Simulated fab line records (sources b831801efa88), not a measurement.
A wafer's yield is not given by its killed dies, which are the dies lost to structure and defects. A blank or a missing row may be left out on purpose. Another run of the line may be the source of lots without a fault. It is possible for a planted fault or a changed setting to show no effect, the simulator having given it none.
One fault through the eyes of 2 desks / flow gf180mcu / each desk has only its own numbers; what lay behind them comes last

== AT THE METROLOGY DESK ==
What the gauges read, lot by lot, whatever tool the lot ran on: means of the sampled wafers that have a number. The brackets show how far a lot's mean lies from the usual mean; more than 4 standard deviations puts the lot out of limits, marked OUT.
Columns: A = HV_LDD_01_OVL at GF_HV_LDD_OVL_MEAS_20, usual -0.4 nm; B = NSD_OVL at GF_NSD_OVL_MEAS_08, usual -0.2 nm
lot=L656; first seen here=day 11 08:08; A=-0.4; B=0.6
lot=L657; first seen here=day 11 13:26; A=-1.0; B=1.4
lot=L659; first seen here=day 12 03:47; A=-1.4; B=-0.2
lot=L660; first seen here=day 12 07:19; A=0.8; B=0.6
lot=L661; first seen here=day 12 19:32; A=2.0; B=-2.1
lot=L662; first seen here=day 13 04:31; A=0.7; B=0.7
lot=L663; first seen here=day 13 16:39; A=-3.5; B=2.2
lot=L669; first seen here=day 15 21:55; A=0.4; B=-1.0
lot=L671; first seen here=day 16 01:10; A=-3.0; B=-1.1
lot=L674; first seen here=day 17 01:37; A=-0.6; B=0.4
lot=L675; first seen here=day 17 09:55; A=-1.9; B=-2.7
lot=L677; first seen here=day 18 05:17; A=0.4; B=-0.8
lot=L678; first seen here=day 18 09:51; A=-0.5; B=-1.9
Result from this desk: across the 13 lots, nothing is out of limits.

== AT THE TOOL OWNER'S DESK: rie-diel-02 ==
The tool's own readings at GF_HV_LDD_ETCHBACK_58 (etches Si3N4 in CH3F/O2, stops on SiO2, time 100 s, target depth 90 nm): means of the sampled wafers that have a number, for each lot that ran on this tool. The brackets show how far a lot's mean lies from the usual mean; more than 4 standard deviations puts the lot out of limits, marked OUT.
Columns: A = O2_flow_sccm at GF_HV_LDD_ETCHBACK_58, usual 30.00 sccm; B = bias-w at GF_HV_LDD_ETCHBACK_58, usual 79.97 W; C = drypump-motor-current-A at GF_HV_LDD_ETCHBACK_58, usual 5.9 A; D = oes-product-au at GF_HV_LDD_ETCHBACK_58, usual 0.844 a.u.; E = throttle-valve-pct at GF_HV_LDD_ETCHBACK_58, usual 10.562 %
lot=L656; first seen here=day 13 01:19; A=29.98; B=80.32; C=6.0; D=0.842; E=10.554
lot=L660; first seen here=day 14 02:56; A=30.03; B=80.24; C=6.2; D=0.840; E=10.555
lot=L669; first seen here=day 18 00:54; A=29.98; B=76.54 (-15) OUT; C=6.0; D=0.836; E=10.564
lot=L671; first seen here=day 18 04:12; A=30.00; B=76.81 (-14) OUT; C=6.2; D=0.849; E=10.567
This desk's finding: out of limits on L669, L671; first on L669, day 18 00:54 (bias-w at GF_HV_LDD_ETCHBACK_58). Within limits: L656, L660.

== TAKEN TOGETHER ==
The tool owner's desk could have raised an alarm at day 18 00:54, on L669, L671.
Metrology desk: nothing out of limits seen.
The metrology desk holds a record of L669, L671, inside its limits.
GF_HV_LDD_ETCHBACK_58 was run on rie-diel-02 by each of the lots named.

== WHAT THE SIMULATOR HAD PUT IN ==
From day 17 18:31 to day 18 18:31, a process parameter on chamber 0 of rie-diel-02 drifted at GF_HV_LDD_ETCHBACK_58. Setting bias-w shifted by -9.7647 from 80. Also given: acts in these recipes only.
Struck lots among those shown: L669, L671.
Hours from the fault's start to each desk's first reading out of limits: the tool owner's desk, 6.
